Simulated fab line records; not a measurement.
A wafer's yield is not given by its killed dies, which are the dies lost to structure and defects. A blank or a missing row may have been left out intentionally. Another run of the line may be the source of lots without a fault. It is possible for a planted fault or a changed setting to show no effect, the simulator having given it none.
Comparing a struck lot with a sound one | flow sky130 | 17 steps out of a route of 708
Sound: wafers L898.1, L898.3, L898.6. Wafers struck: L909.2, L909.5, L909.6. Last of all comes the cause.
Each step with rows lists, per side, the tool, then ch with its chambers, then its first start. Under that, the readings that differ: sound wafers | struck wafers | difference of the means | sigmas: that difference in standard deviations of wafers without a fault.
alike: readings with means less than 2 such deviations apart, plus words and numbers identical on both sides. not compared: withheld readings, readings lacking a value on some wafer, bounds such as >300 that could conceal the same value, and numbers that have no deviation in the record and whose values overlap.
A row with sigmas, a row that says differs or no value, or rows on one side alone: a step with any of these is where the two part. Numbers that have no deviation but don't overlap get no sigmas and don't part them. Lack of a reading on every wafer of one side parts them only where that side has two or more wafers.

SKY_LDD_HVP_TW_MEAS_10:
  sound: film metro-03 at day 23 07:49; struck: film metro-01 at day 27 07:32
  alike: LDD_HVP_TW
then, 7 steps without rows for these wafers: SKY_LDD_LDN_DEHYDRATE_00 (time 60 s); SKY_LDD_LDN_HMDS_01 (prime time 60 s); SKY_LDD_LDN_COAT_02 (resist thk 1140 nm); SKY_LDD_LDN_SOFTBAKE_03 (time 60 s); SKY_LDD_LDN_EXPOSE_04 (exposes mask LDNTM, target cd 700 nm); SKY_LDD_LDN_PEB_05; SKY_LDD_LDN_DEVELOP_06 (develop time 60 s).
SKY_LDD_LDN_OVL_MEAS_07:
  sound: overlay-01 at day 24 13:00; struck: overlay-02 at day 28 11:53
  alike: LDD_LDN_OVL
then, 3 steps without rows for these wafers: SKY_LDD_LDN_IMPLANT_08; SKY_LDD_LDN_IMPLANT_09; SKY_LDD_LDN_IMPLANT_10.
SKY_LDD_LDN_IMPLANT_11:
  sound on implanter-03 ch 0, day 24 13:29; struck on implanter-03 ch 0, day 28 12:24
  reading            | sound                           | struck                        | difference | sigmas
  dose ions cm2      | 1.2499e+13 1.2488e+13 1.248e+13 | 7.677e+12 7.695e+12 7.696e+12 | -4.800e+12 | -99 or more
  faraday current uA | 69.1 70.6 71.4                  | 43.9 44.5 43.7                | -26.3      | -19
  alike: beam on s, rotation deg
SKY_LDD_LDN_STRIP_12: strips in O2/N2.
  sound on plasma asher-02 ch 0,1, day 24 13:38; struck on plasma asher-03 ch 0,1, day 28 12:31
  alike: chamber pressure mTorr, drypump motor current A, oes product au, strip time to endpoint s
  not compared: rf hours counter h
SKY_LDD_LDN_TW_MEAS_13:
  sound: film metro-02 at day 24 13:44; struck: film metro-02 at day 28 12:38
  reading    | sound          | struck         | difference | sigmas
  LDD_LDN_TW | 1485 1481 1480 | 1427 1424 1418 | -59        | -4
then, 1 step without rows for these wafers: SKY_LDD_LDN_CLEAN_14 (cleans in SC1/SC2, time 150 s).
-- a jump in the record: the struck wafers' starts before and after are 21 days apart (it breaks off in module LDD_LDN and resumes in module PAD_OPEN, where the first step shown is number 708 of the route) --
SKY_PAD_OPEN_PROBE_99:
  sound: prober-02 at day 46 22:22; struck: prober-01 at day 49 14:37
  reading                         | sound          | struck         | difference | sigmas
  model.etest.tip sonos.rs ohm sq | 2587 2609 2616 | 2766 2753 2790 | +166       |
  alike: killed_at_M0_to_M3, killed_at_M4_up, killed at contacts, killed at front end, killed at other, killed dies, killed open, killed short

== WHERE THEY PART ==
At SKY_LDD_LDN_IMPLANT_11 first; at SKY_LDD_LDN_TW_MEAS_13 last (within this record only). Later steps at which nothing parts them and some readings are alike: SKY_PAD_OPEN_PROBE_99.

WHY: the cause the simulator had injected
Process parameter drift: implanter-03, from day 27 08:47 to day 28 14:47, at SKY_LDD_LDN_IMPLANT_11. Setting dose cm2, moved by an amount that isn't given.
